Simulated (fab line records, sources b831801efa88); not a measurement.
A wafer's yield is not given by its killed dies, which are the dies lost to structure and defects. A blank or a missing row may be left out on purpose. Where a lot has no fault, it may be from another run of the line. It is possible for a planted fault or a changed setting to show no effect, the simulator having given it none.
fab line records	flow gf180mcu	part 1 of 2: steps 1 to 33 of 42
record: lots: 5	wafers: 15	lastDay: 33
route steps=602 shown M3@418 V3@429 M4@456
lots that met no fault: from a run of the same line without faults
startH: hours from the record's opening day to when the first of the lot's shown wafers began	waitH: hours from the lot's prior step to this one	" repeats the value in the row above	L1.1+2: a single row standing in for several wafers	- no value, or no start was given	* or withheld: withheld	< > ~ a bound
route shown NAME@n: NAME is a module with steps in the file, n the number in the route of the first one	usual: the fault-free wafers' mean and standard deviation	same: alike in all rows	chamber/n: place in a boat	sites: readings site by site	_std_site: how widely they spread, as a standard deviation	_edge_site: inner sites' mean taken away from outer sites' mean	radiusMm: for every site, how far away it sits from the centre of the wafer	mask NAME#n: copy n	behind: the last tool/chamber to shape the wafer	hold: reason for holding the lot/hours on hold/outcome of the hold	device: which transistor (n, p or np) failed to switch	end of line: at the end of the route, the tests of the same wafers	where a step has no rows: the recipe by itself	killed: the dies lost at the first sort to structure and to defects; this is not the yield of the wafer	map: shows each die of a wafer: x if killed, . if not, _ if none is there
set.NAME: the setting that was run; set.NAME@STEP: the one run at that earlier step	model.NAME: the simulator's own value behind a step, which no gauge read
lots at selected steps of the route; one table per step, one row per wafer
services: a tool's chamber out of use, with start hour (startH, from the record's first day; less than 0 if before it), hours out, and reason
== steps ==
step: GF_M3_COAT_09
recipe: resist: KrF	spinRpm: withheld	resistThkNm: 1000
lot.wafer	tool	chamber	startH	waitH
L074.1+2+6	lithoTrack-04	0	477.24	0.1
L079.2+3+5	lithoTrack-03	0	532.51	0.1
L083.1+2+5	lithoTrack-04	0	563.54	0.1
L087.3+4+6	lithoTrack-01	0	597.13	0.1
L091.1+3+6	lithoTrack-01	0	614.78	0.1
step: GF_M3_SOFTBAKE_10
recipe: tempC: 130	timeS: 60	resist: KrF
lot.wafer	tool	chamber	startH	waitH
L074.1+2+6	lithoTrack-04	0	477.39	0.1
L079.2+3+5	lithoTrack-03	0	532.66	0.1
L083.1+2+5	lithoTrack-04	0	563.69	0.1
L087.3+4+6	lithoTrack-01	0	597.28	0.1
L091.1+3+6	lithoTrack-01	0	614.93	0.1
step: GF_M3_EXPOSE_11
recipe: maskId: Metal3	targetCdNm: 280	na: 0.68	sourceShape: conventional	sigmaOuter: 0.6	doseMj: 28
lot.wafer	tool	chamber	startH	waitH	mask
L074.1+2+6	krfScanner-01	0	-	-	Metal3#0
L079.2+3+5	krfScanner-02	0	-	-	Metal3#0
L083.1+2+5	krfScanner-01	0	-	-	Metal3#0
L087.3+4+6	krfScanner-02	0	-	-	Metal3#0
L091.1+3+6	krfScanner-01	0	-	-	Metal3#0
step: GF_M3_PEB_12
recipe: pebTempC: 135	pebTimeS: 90	resist: KrF
lot.wafer	tool	chamber	startH	waitH
L074.1+2+6	lithoTrack-03	0	-	-
L079.2+3+5	lithoTrack-04	0	-	-
L083.1+2+5	lithoTrack-04	0	-	-
L087.3+4+6	lithoTrack-01	0	-	-
L091.1+3+6	lithoTrack-03	0	-	-
step: GF_M3_DEVELOP_13
recipe: developTimeS: 60	devTempC: 21
lot.wafer	tool	chamber	startH	waitH
L074.1+2+6	lithoTrack-03	0	488.88	0.2
L079.2+3+5	lithoTrack-04	0	543.92	0.2
L083.1+2+5	lithoTrack-04	0	574.54	0.2
L087.3+4+6	lithoTrack-01	0	607.23	0.1
L091.1+3+6	lithoTrack-03	0	624.48	0.2
step: GF_M3_CD_MEAS_14
recipe: targetCdNm: 280
usual: cdNm: 280.2/1
lot.wafer	tool	chamber	startH	waitH	cdNm
L074.1	cdSem-02	-	489.03	0.1	279.9
L074.2	"	-	"	"	279.9
L074.6	"	-	"	"	279.9
L079.2	cdSem-01	-	544.06	0.1	280.1
L079.3	"	-	"	"	280.0
L079.5	"	-	"	"	280.3
L083.1	cdSem-01	-	574.69	0.1	278.6
L083.2	"	-	"	"	277.8
L083.5	"	-	"	"	277.3
L087.3	cdSem-02	-	607.37	0.1	281.6
L087.4	"	-	"	"	281.6
L087.6	"	-	"	"	280.7
L091.1	cdSem-01	-	624.63	0.1	279.0
L091.3	"	-	"	"	279.3
L091.6	"	-	"	"	278.5
step: GF_M3_OVL_MEAS_15
usual: M3_OVL: -2/5
lot.wafer	tool	chamber	startH	waitH	M3_OVL[nm]
L074.1	overlay-01	-	489.15	0.1	-10
L074.2	"	-	"	"	-2
L074.6	"	-	"	"	-1
L079.2	overlay-01	-	544.17	0.1	-1
L079.3	"	-	"	"	3
L079.5	"	-	"	"	1
L083.1	overlay-02	-	574.81	0.1	4
L083.2	"	-	"	"	2
L083.5	"	-	"	"	0
L087.3	overlay-02	-	607.46	0.1	-9
L087.4	"	-	"	"	7
L087.6	"	-	"	"	-2
L091.1	overlay-02	-	624.75	0.1	-8
L091.3	"	-	"	"	-10
L091.6	"	-	"	"	-6
step: GF_M3_METAL_ETCH_16
recipe: chemistry: Cl2/BCl3	maskMaterial: KrF	targetDepthNm: 750.8	stopOn: SiO2	pressureMtorr: 8	icpW: 800	biasW: 140	Cl2_flow_sccm: 80	bcl3FlowSccm: 40	timeS: 125.1
usual: drypumpMotorCurrentA: 6.09/0.15	oesProductAu: 0.990/0.0054	throttleValvePct: 28.230/0.0091
lot.wafer	tool	chamber	startH	waitH	drypumpMotorCurrentA	oesProductAu	rfHoursCounterH	throttleValvePct
L074.1	rieMetal-01	0	489.19	0.0	6.15	0.991	11	28.225
L074.2	"	1	"	"	5.83	0.993	8	28.230
L074.6	"	0	"	"	6.14	0.989	-	28.218
L079.2	rieMetal-03	1	544.20	0.0	5.97	0.993	1	28.234
L079.3	"	0	"	"	6.14	0.991	-	28.228
L079.5	"	1	"	"	5.98	1.003	-	28.224
L083.1	rieMetal-02	1	574.85	0.0	6.29	0.979	2	28.241
L083.2	"	0	"	"	6.01	0.987	12	28.227
L083.5	"	0	"	"	6.06	0.994	-	28.216
L087.3	rieMetal-01	0	607.53	0.1	6.16	0.985	-	28.238
L087.4	"	1	"	"	5.85	0.993	-	28.242
L087.6	"	1	"	"	5.85	0.996	-	28.224
L091.1	rieMetal-02	1	624.79	0.0	6.30	0.994	4	28.239
L091.3	"	1	"	"	6.28	0.995	-	28.233
L091.6	"	1	"	"	6.30	0.987	-	28.232
step: GF_M3_STRIP_17
recipe: chemistry: O2/N2	powerW: 1400	pressureMtorr: 1500	platenTempC: 250	o2FlowSccm: 3000	n2FlowSccm: 300	overashFraction: 0.5
usual: drypumpMotorCurrentA: 5.9/0.43	heaterPowerW: 308/15	oesProductAu: 0.537/0.0048	stripTimeToEndpointS: 7.38/0.042
lot.wafer	tool	chamber	startH	waitH	drypumpMotorCurrentA	heaterPowerW	oesProductAu	rfHoursCounterH	stripTimeToEndpointS
L074.1	plasmaAsher-03	1	489.32	0.1	6.4	325	0.535	88	7.34
L074.2	"	0	"	"	5.7	312	0.539	88	7.33
L074.6	"	1	"	"	6.4	312	0.528	-	7.37
L079.2	plasmaAsher-04	1	544.33	0.1	5.7	327	0.532	44	7.33
L079.3	"	1	"	"	5.7	316	0.550	-	7.45
L079.5	"	0	"	"	6.5	269	0.542	-	7.35
L083.1	plasmaAsher-04	1	574.97	0.1	5.7	318	0.536	48	7.38
L083.2	"	0	"	"	6.4	272	0.542	48	7.41
L083.5	"	1	"	"	5.7	316	0.535	-	7.40
L087.3	plasmaAsher-03	1	607.65	0.1	6.5	319	0.539	-	7.42
L087.4	"	0	"	"	5.7	318	0.542	-	7.40
L087.6	"	0	"	"	5.7	311	0.536	-	7.33
L091.1	plasmaAsher-03	1	624.92	0.1	6.5	318	0.533	103	7.34
L091.3	"	0	"	"	5.7	312	0.531	-	7.32
L091.6	"	0	"	"	5.7	306	0.541	-	7.35
step: GF_M3_STRIP_18
recipe: chemistry: postEtchResidueRemover	timeS: 1200	tempC: 72.5
lot.wafer	tool	chamber	startH	waitH
L074.1+2+6	wetBench-03	2	489.42	0.1
L079.2+3+5	wetBench-01	2	544.43	0.1
L083.1+2+5	wetBench-03	2	575.07	0.1
L087.3+4+6	wetBench-01	1	607.71	0.0
L091.1+3+6	wetBench-02	2	625.02	0.1
step: GF_M3_CLEAN_19
recipe: chemistry: DIW	dry: n2Spin
lot.wafer	tool	chamber	startH	waitH
L074.1+2+6	wetBench-01	1	489.76	0.0
L079.2+3+5	wetBench-03	1	544.77	0.0
L083.1+2+5	wetBench-01	2	575.45	0.0
L087.3+4+6	wetBench-03	0	608.05	0.0
L091.1+3+6	wetBench-03	0	625.36	0.0
step: GF_V3_CVD_00
recipe: material: SiO2	targetThkNm: 600	sigmaOpenFrac: 0.3	tempC: 400	timeS: 100	sih4FlowSccm: 60	pressureMtorr: 6
lot.wafer	tool	chamber	startH	waitH
L074.1+2+6	hdpcvd-02	0,1,1	489.87	0.0
L079.2+3+5	hdpcvd-02	0,1,2	544.86	0.0
L083.1+2+5	hdpcvd-01	0,1,2	575.55	0.0
L087.3+4+6	hdpcvd-02	1,0,1	608.15	0.0
L091.1+3+6	hdpcvd-01	0,1,0	625.45	0.0
step: GF_V3_THK_MEAS_01
recipe: reads: SiO2_of_V3_CVD_00
usual: V3_CVD_00_THK: 599/6
lot.wafer	tool	chamber	startH	waitH	V3_CVD_00_THK[nm]
L074.1	filmMetro-04	-	489.98	0.1	602
L074.2	"	-	"	"	595
L074.6	"	-	"	"	596
L079.2	filmMetro-02	-	544.94	0.0	607
L079.3	"	-	"	"	597
L079.5	"	-	"	"	592
L083.1	filmMetro-03	-	575.62	0.0	599
L083.2	"	-	"	"	605
L083.5	"	-	"	"	608
L087.3	filmMetro-03	-	608.25	0.1	586
L087.4	"	-	"	"	597
L087.6	"	-	"	"	591
L091.1	filmMetro-03	-	625.52	0.0	609
L091.3	"	-	"	"	600
L091.6	"	-	"	"	604
step: GF_V3_CVD_02
recipe: material: SiO2	targetThkNm: 850	precursor: TEOS	tempC: 400	timeS: 94.851	rfW: 600
usual: heaterPowerW: 673/140
lot.wafer	tool	chamber	startH	waitH	heaterPowerW
L074.1	pecvd-03	0	490.04	0.1	551
L074.2	"	2	"	"	433
L074.6	"	0	"	"	631
L079.2	pecvd-04	0	544.99	0.0	736
L079.3	"	2	"	"	974
L079.5	"	2	"	"	1019
L083.1	pecvd-01	1	575.68	0.1	663
L083.2	"	0	"	"	726
L083.5	"	1	"	"	709
L087.3	pecvd-01	1	608.29	0.0	586
L087.4	"	2	"	"	702
L087.6	"	0	"	"	640
L091.1	pecvd-03	1	625.58	0.1	618
L091.3	"	0	"	"	673
L091.6	"	0	"	"	673
step: GF_V3_THK_MEAS_03
recipe: reads: SiO2_of_V3_CVD_02
usual: V3_CVD_02_THK: 852/11
lot.wafer	tool	chamber	startH	waitH	V3_CVD_02_THK[nm]
L074.1	filmMetro-02	-	490.11	0.0	853
L074.2	"	-	"	"	833
L074.6	"	-	"	"	874
L079.2	filmMetro-04	-	545.07	0.0	839
L079.3	"	-	"	"	850
L079.5	"	-	"	"	859
L083.1	filmMetro-03	-	575.75	0.0	835
L083.2	"	-	"	"	838
L083.5	"	-	"	"	840
L087.3	filmMetro-03	-	608.38	0.1	844
L087.4	"	-	"	"	856
L087.6	"	-	"	"	852
L091.1	filmMetro-03	-	625.65	0.0	851
L091.3	"	-	"	"	849
L091.6	"	-	"	"	864
step: GF_V3_CMP_04
recipe: material: SiO2	downForcePsi: 4	platenRpm: 60	padVelocityMS: 0.94248
usual: headPressurePsi: 4.001/0.0086	motorCurrentA: 12.0/1.2	timeToEndpointS: 83/5.9
lot.wafer	tool	chamber	startH	waitH	headPressurePsi	motorCurrentA	timeToEndpointS
L074.1	cmp-01	0	490.17	0.1	3.989	10.3	85
L074.2	"	2	"	"	4.008	10.3	79
L074.6	"	0	"	"	4.003	10.0	94
L079.3	cmp-01	1	545.17	0.1	4.003	12.2	89
L079.2	"	2	"	"	3.990	10.8	79
L079.5	"	1	"	"	3.996	12.1	94
L083.1	cmp-02	0	575.81	0.1	4.001	12.0	75
L083.2	"	1	"	"	4.002	12.7	76
L083.5	"	0	"	"	4.004	12.2	79
L087.3	cmp-02	2	608.47	0.1	3.994	14.1	82
L087.4	"	0	"	"	4.011	11.3	85
L087.6	"	1	"	"	4.000	11.8	85
L091.3	cmp-01	1	625.81	0.1	4.004	11.5	84
L091.1	"	2	"	"	3.998	10.1	79
L091.6	"	0	"	"	4.002	10.3	84
step: GF_V3_BOW_MEAS_05
recipe: mode: bow
usual: V3_BOW: 118/8.9
lot.wafer	tool	chamber	startH	waitH	V3_BOW[um]
L074.1	filmMetro-02	-	490.47	0.2	118
L074.2	"	-	"	"	119
L074.6	"	-	"	"	126
L079.2	filmMetro-02	-	545.44	0.2	116
L079.3	"	-	"	"	116
L079.5	"	-	"	"	118
L083.1	filmMetro-03	-	576.17	0.3	111
L083.2	"	-	"	"	119
L083.5	"	-	"	"	116
L087.3	filmMetro-03	-	608.76	0.2	124
L087.4	"	-	"	"	121
L087.6	"	-	"	"	129
L091.1	filmMetro-04	-	626.01	0.1	132
L091.3	"	-	"	"	134
L091.6	"	-	"	"	128
step: GF_V3_DEHYDRATE_06
recipe: tempC: 200	timeS: 60
lot.wafer	tool	chamber	startH	waitH
L074.1+2+6	lithoTrack-02	0	501.35	10.9
L079.2+3+5	lithoTrack-02	0	555.62	10.2
L083.1+2+5	lithoTrack-01	0	586.18	10.0
L087.3+4+6	lithoTrack-04	0	618.24	9.5
L091.1+3+6	lithoTrack-02	0	636.05	10.0
step: GF_V3_HMDS_07
recipe: primeTimeS: 60	primeTempC: 120
lot.wafer	tool	chamber	startH	waitH
L074.1+2+6	lithoTrack-02	0	501.50	0.1
L079.2+3+5	lithoTrack-02	0	555.77	0.1
L083.1+2+5	lithoTrack-01	0	586.33	0.1
L087.3+4+6	lithoTrack-04	0	618.39	0.1
L091.1+3+6	lithoTrack-02	0	636.20	0.1
step: GF_V3_COAT_08
recipe: resist: BARC	tempC: withheld	timeS: withheld	spinRpm: withheld	resistThkNm: withheld
lot.wafer	tool	chamber	startH	waitH
L074.1+2+6	lithoTrack-02	0	501.65	0.1
L079.2+3+5	lithoTrack-02	0	555.92	0.1
L083.1+2+5	lithoTrack-01	0	586.48	0.1
L087.3+4+6	lithoTrack-04	0	618.54	0.1
L091.1+3+6	lithoTrack-02	0	636.35	0.1
step: GF_V3_COAT_09
recipe: resist: KrF	spinRpm: withheld	resistThkNm: 1000
lot.wafer	tool	chamber	startH	waitH
L074.1+2+6	lithoTrack-02	0	-	-
L079.2+3+5	lithoTrack-02	0	-	-
L083.1+2+5	lithoTrack-01	0	-	-
L087.3+4+6	lithoTrack-04	0	-	-
L091.1+3+6	lithoTrack-02	0	-	-
step: GF_V3_SOFTBAKE_10
recipe: tempC: 130	timeS: 60	resist: KrF
lot.wafer	tool	chamber	startH	waitH
L074.1+2+6	lithoTrack-02	0	-	-
L079.2+3+5	lithoTrack-02	0	-	-
L083.1+2+5	lithoTrack-01	0	-	-
L087.3+4+6	lithoTrack-04	0	-	-
L091.1+3+6	lithoTrack-02	0	-	-
step: GF_V3_EXPOSE_11
recipe: maskId: Via3	targetCdNm: 260	na: 0.68	sourceShape: conventional	sigmaOuter: 0.6	doseMj: 38
lot.wafer	tool	chamber	startH	waitH	mask
L074.1+2+6	krfScanner-01	0	-	-	Via3#0
L079.2+3+5	krfScanner-02	0	-	-	Via3#0
L083.1+2+5	krfScanner-01	0	-	-	Via3#0
L087.3+4+6	krfScanner-01	0	-	-	Via3#0
L091.1+3+6	krfScanner-01	0	-	-	Via3#0
step: GF_V3_PEB_12
recipe: pebTempC: 135	pebTimeS: 90	resist: KrF
lot.wafer	tool	chamber	startH	waitH
L074.1+2+6	lithoTrack-01	0	-	-
L079.2+3+5	lithoTrack-01	0	-	-
L083.1+2+5	lithoTrack-04	0	-	-
L087.3+4+6	lithoTrack-02	0	-	-
L091.1+3+6	lithoTrack-04	0	-	-
step: GF_V3_DEVELOP_13
recipe: developTimeS: 60	resist: KrF	devTempC: 21
lot.wafer	tool	chamber	startH	waitH
L074.1+2+6	lithoTrack-01	0	513.43	0.2
L079.2+3+5	lithoTrack-01	0	566.85	0.2
L083.1+2+5	lithoTrack-04	0	597.14	0.2
L087.3+4+6	lithoTrack-02	0	628.75	0.1
L091.1+3+6	lithoTrack-04	0	646.19	0.2
step: GF_V3_CD_MEAS_14
recipe: targetCdNm: 260
usual: cdNm: 259.8/1.4
lot.wafer	tool	chamber	startH	waitH	cdNm
L074.1	cdSem-02	-	513.58	0.1	261.4
L074.2	"	-	"	"	262.5
L074.6	"	-	"	"	260.7
L079.2	cdSem-02	-	567.00	0.1	260.1
L079.3	"	-	"	"	262.0
L079.5	"	-	"	"	260.7
L083.1	cdSem-02	-	597.29	0.1	260.9
L083.2	"	-	"	"	262.5
L083.5	"	-	"	"	261.5
L087.3	cdSem-01	-	628.89	0.1	258.5
L087.4	"	-	"	"	258.5
L087.6	"	-	"	"	259.4
L091.1	cdSem-01	-	646.34	0.1	260.5
L091.3	"	-	"	"	260.7
L091.6	"	-	"	"	260.6
step: GF_V3_OVL_MEAS_15
usual: V3_OVL: 0/5.9
lot.wafer	tool	chamber	startH	waitH	V3_OVL[nm]
L074.1	overlay-02	-	513.70	0.1	3
L074.2	"	-	"	"	0
L074.6	"	-	"	"	8
L079.2	overlay-02	-	567.10	0.1	13
L079.3	"	-	"	"	3
L079.5	"	-	"	"	-4
L083.1	overlay-01	-	597.41	0.1	11
L083.2	"	-	"	"	5
L083.5	"	-	"	"	13
L087.3	overlay-02	-	628.98	0.1	4
L087.4	"	-	"	"	6
L087.6	"	-	"	"	0
L091.1	overlay-01	-	646.46	0.1	-9
L091.3	"	-	"	"	-10
L091.6	"	-	"	"	4
step: GF_V3_ETCH_16
recipe: chemistry: N2/H2	targetDepthA: withheld	overetchA: withheld	timeS: withheld	target: BARC	ionEnergyEv: 200	sourceW: 500	biasW: 100	pressureMtorr: 30	n2FlowSccm: 100	h2FlowSccm: 200
usual: drypumpMotorCurrentA: 5.7/0.47	oesProductAu: 0.854/0.0042	throttleValvePct: 13.225/0.0089
lot.wafer	tool	chamber	startH	waitH	drypumpMotorCurrentA	oesProductAu	throttleValvePct
L074.1	rieDiel-02	3	513.73	0.0	6.1	0.848	13.214
L074.2	"	1	"	"	5.4	0.849	13.211
L074.6	"	3	"	"	6.1	0.845	13.243
L079.2	rieDiel-03	3	567.13	0.0	5.0	0.858	13.218
L079.3	"	1	"	"	6.1	0.853	13.224
L079.5	"	2	"	"	5.8	0.847	13.228
L083.1	rieDiel-03	2	597.45	0.0	5.8	0.852	13.216
L083.2	"	0	"	"	6.0	0.855	13.226
L083.5	"	2	"	"	5.8	0.848	13.225
L087.3	rieDiel-03	0	629.00	0.0	6.0	0.855	13.221
L087.4	"	1	"	"	6.1	0.856	13.206
L087.6	"	3	"	"	5.0	0.845	13.223
L091.1	rieDiel-02	1	646.49	0.0	5.4	0.854	13.208
L091.3	"	3	"	"	6.1	0.854	13.220
L091.6	"	0	"	"	4.9	0.851	13.225
step: GF_V3_ETCH_17
recipe: chemistry: C4F8/O2/Ar	maskMaterial: KrF	target: SiO2	stopOn: TiN	sourceW: 1500	biasW: 1200	pressureMtorr: 40	c4f8FlowSccm: withheld	O2_flow_sccm: 6	Ar_flow_sccm: 300	timeS: withheld	targetDepthA: 6350
usual: oesProductAu: 0.856/0.0052
lot.wafer	tool	chamber	startH	waitH	oesProductAu
L074.1	rieDiel-02	3	-	-	0.863
L074.2	"	1	"	"	0.852
L074.6	"	3	"	"	0.866
L079.2	rieDiel-03	3	-	-	0.859
L079.3	"	1	"	"	0.850
L079.5	"	2	"	"	0.860
L083.1	rieDiel-03	2	-	-	0.856
L083.2	"	0	"	"	0.855
L083.5	"	2	"	"	0.855
L087.3	rieDiel-03	0	-	-	0.857
L087.4	"	1	"	"	0.856
L087.6	"	3	"	"	0.858
L091.1	rieDiel-02	1	-	-	0.857
L091.3	"	3	"	"	0.858
L091.6	"	0	"	"	0.847
step: GF_V3_STRIP_18
recipe: chemistry: O2/N2	powerW: 1400	pressureMtorr: 1500	platenTempC: 250	o2FlowSccm: 3000	n2FlowSccm: 300	overashFraction: 0.5
usual: drypumpMotorCurrentA: 5.8/0.37	heaterPowerW: 327/25	oesProductAu: 0.593/0.0048
lot.wafer	tool	chamber	startH	waitH	drypumpMotorCurrentA	heaterPowerW	oesProductAu	rfHoursCounterH
L074.1	plasmaAsher-01	0	513.86	-	5.5	293	0.594	78
L074.2	"	1	"	"	5.4	315	0.603	78
L074.6	"	1	"	"	5.3	318	0.585	-
L079.2	plasmaAsher-02	1	567.26	-	5.7	335	0.592	12
L079.3	"	1	"	"	5.7	326	0.598	-
L079.5	"	0	"	"	5.5	386	0.592	-
L083.1	plasmaAsher-03	0	597.57	-	5.7	322	0.593	99
L083.2	"	1	"	"	6.4	326	0.586	99
L083.5	"	0	"	"	5.7	325	0.594	-
L087.3	plasmaAsher-03	1	629.17	-	6.4	314	0.583	-
L087.4	"	0	"	"	5.7	322	0.593	-
L087.6	"	0	"	"	5.7	313	0.590	-
L091.1	plasmaAsher-02	0	646.62	-	5.5	377	0.587	21
L091.3	"	0	"	"	5.5	373	0.589	-
L091.6	"	1	"	"	5.7	341	0.590	-
step: GF_V3_STRIP_19
recipe: chemistry: postEtchResidueRemover	timeS: 1200	tempC: 72.5
lot.wafer	tool	chamber	startH	waitH
L074.1+2+6	wetBench-03	2	513.96	0.1
L079.2+3+5	wetBench-02	0	567.36	0.1
L083.1+2+5	wetBench-04	1	597.67	0.1
L087.3+4+6	wetBench-03	0	629.23	0.0
L091.1+3+6	wetBench-04	2	646.72	0.1
step: GF_V3_CLEAN_20
recipe: chemistry: DIW	dry: n2Spin
lot.wafer	tool	chamber	startH	waitH
L074.1+2+6	wetBench-04	1	514.30	0.0
L079.2+3+5	wetBench-03	3	567.73	0.0
L083.1+2+5	wetBench-02	1	599.17	0.0
L087.3+4+6	wetBench-04	0	629.58	0.0
L091.1+3+6	wetBench-03	0	647.07	0.0
step: GF_V3_SPUTTER_21
recipe: material: Ti	targetThkNm: 15	chamberPressurePa: 5	powerW: 2500	substrateTempC: 200	timeS: 80.02
usual: throttleValvePct: 30.1/1
lot.wafer	tool	chamber	startH	waitH	throttleValvePct
L074.1	pvdSputter-03	-	514.40	0.0	28.6
L074.2	"	-	"	"	31.1
L074.6	"	-	"	"	28.6
L079.2	pvdSputter-02	-	567.83	0.0	29.9
L079.3	"	-	"	"	30.4
L079.5	"	-	"	"	29.8
L083.1	pvdSputter-03	-	599.26	0.0	31.3
L083.2	"	-	"	"	28.5
L083.5	"	-	"	"	30.9
L087.3	pvdSputter-02	-	629.67	0.0	31.0
L087.4	"	-	"	"	30.3
L087.6	"	-	"	"	30.8
L091.1	pvdSputter-03	-	647.16	0.0	31.0
L091.3	"	-	"	"	29.9
L091.6	"	-	"	"	30.1
